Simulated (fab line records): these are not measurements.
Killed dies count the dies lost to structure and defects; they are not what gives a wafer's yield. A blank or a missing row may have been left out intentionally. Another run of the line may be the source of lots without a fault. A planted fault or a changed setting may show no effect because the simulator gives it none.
2 desks looking at one fault + flow sky130 + what lay behind the numbers comes last; until then each desk has only its own

## TOOL OWNER'S DESK, cvd w-02
The tool's own readings at SKY_VIA1_CVD_21 (deposits W, target thk 270 nm, time 80.902 s): means of the sampled wafers that have a number, for each lot that ran on this tool. If a lot's mean is further than 4 standard deviations from the usual mean, the lot is out of limits and carries the mark OUT (the distance appears in the brackets).
Columns: A = heater power w at SKY_VIA1_CVD_21, usual 831 W; B = susceptor temp C at SKY_VIA1_CVD_21, usual 400.00 C
| lot  | first seen here | A   | B      |
|------|-----------------|-----|--------|
| L801 | day 34 05:24    | 843 | 400.22 |
| L808 | day 36 10:26    | 822 | 399.97 |
| L811 | day 37 11:46    | 833 | 399.79 |
| L823 | day 41 00:10    | 844 | 399.90 |
This desk's finding: nothing out of limits on any of the 4 lots.

## THE METROLOGY DESK
Means of the sampled wafers that have a number, per lot and without regard to the tool the lot ran on: this is what the gauges read. If a lot's mean is further than 4 standard deviations from the usual mean, the lot is out of limits and carries the mark OUT (the distance appears in the brackets).
Columns: A = METAL1_ALCU_THK at SKY_METAL1_THK_MEAS_06, usual 254 nm
| lot  | first seen here | A   |
|------|-----------------|-----|
| L800 | day 31 10:28    | 253 |
| L801 | day 31 22:25    | 255 |
| L808 | day 34 03:52    | 253 |
| L811 | day 35 05:56    | 256 |
| L813 | day 36 02:37    | 248 |
| L819 | day 37 13:44    | 251 |
| L820 | day 37 19:41    | 254 |
| L821 | day 38 03:56    | 254 |
| L822 | day 38 12:37    | 253 |
| L823 | day 38 20:44    | 252 |
This desk's finding: nothing out of limits on any of the 10 lots.

## PUT TOGETHER
The desk of the tool owner found nothing out of limits.
Nothing out of limits was seen by the metrology desk.

## WHAT HAD BEEN PUT IN BY THE SIMULATOR
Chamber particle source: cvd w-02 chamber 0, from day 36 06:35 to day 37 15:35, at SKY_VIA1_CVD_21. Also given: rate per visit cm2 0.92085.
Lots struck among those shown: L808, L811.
